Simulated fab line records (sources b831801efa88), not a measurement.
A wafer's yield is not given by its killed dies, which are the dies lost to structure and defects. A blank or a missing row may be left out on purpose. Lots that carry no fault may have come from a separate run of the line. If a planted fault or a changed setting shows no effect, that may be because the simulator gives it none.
Code-filled problem report in 8D (eight disciplines) form -- flow gf180mcu -- the parts of the form that need people (team, actions taken, sign-off) are left out

## 1. PROBLEM STATEMENT
temp_c at GF_SAB_WET_ETCH_12 reads a mean of 29.34 C on 6 wafers of 2 lots; wafers without a fault read 25.01 C with a standard deviation of 0.11. That puts it +39 standard deviations away from the usual mean.
The step: etches SiO2 in dHF, target depth 22 nm, time 440 s.
First seen on wafer L884.1, day 20 22:20, on wet_bench-04. Wafers with a number at this step in the record: 42, from 14 lots. By rule, "out" or "out of limits" means more than 4 standard deviations away from the usual mean. The rest of the wafers with a number are treated as sound.

## 2. WHAT IT IS; WHAT IT IS NOT
question,is,is not
which readings at this step,"temp_c, bath_heat_duty_pct",-
which lots,"L884, L885","L870, L871, L872, L874, L875, L876, L877, L879, L880, L882, L890, L891"
which wafers of those lots,all that have a number,-
read on which tools,wet_bench-04,"wet_bench-01, wet_bench-02"
when,from day 20 22:20,"up to then (30 sound wafers); but 6 sound wafers of L890, L891 came after"

## 3. SUSPECTS, AND WHAT RULES EACH OUT
Counting: a tool stays on the suspect list if, at a process step up to the reading, it processed all lots that are out and no sound lot following the first of them.
- wet_bench-04 at GF_SAB_WET_ETCH_12 (etches SiO2 in dHF, target depth 22 nm, time 440 s): kept. It ran every lot that is out, first L884 (day 20 22:20), and no sound lot after that; its last sound lot up to then is L880 (day 19 09:39). Its own readings are out on those wafers: bath_heat_duty_pct, temp_c.
Remaining after the count: wet_bench-04 at GF_SAB_WET_ETCH_12.

## 4. THE CAUSE (what the simulator had put in)
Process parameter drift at GF_SAB_WET_ETCH_12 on wet_bench-04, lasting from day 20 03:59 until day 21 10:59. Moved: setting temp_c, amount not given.
Only this tool survived the counting.

## 5. THE CHAIN OF EFFECTS, in route order
Each row: a reading where the mean over the struck wafers with a number is more than 3 standard deviations away from the usual. Only readings for which the record gives a usual standard deviation are gone through. hours: the time from each lot's start at the first step in this table that gives one to its start at this step, as a median over the lots. sigmas: the change in usual standard deviations.
hours,step,reading,usual,on struck wafers,change,sigmas
0,GF_SAB_WET_ETCH_12,bath_heat_duty_pct,6.2 %,11.8,+5.5,+9.0
0,GF_SAB_WET_ETCH_12,temp_c,25.01 C,29.34,+4.33,+39
Here are the process steps it includes:
- GF_SAB_WET_ETCH_12: etches SiO2 in dHF, target depth 22 nm, time 440 s.
Later steps that measure or inspect, where all struck wafers having a row at the step show a number for every such reading and not one has moved that far: GF_V1_THK_MEAS_03.

## 6. HOW IT WOULD HAVE BEEN CAUGHT EARLIER
In this record no reading fell out of limits until day 20 22:20, 18 hours after the fault had begun at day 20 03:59.
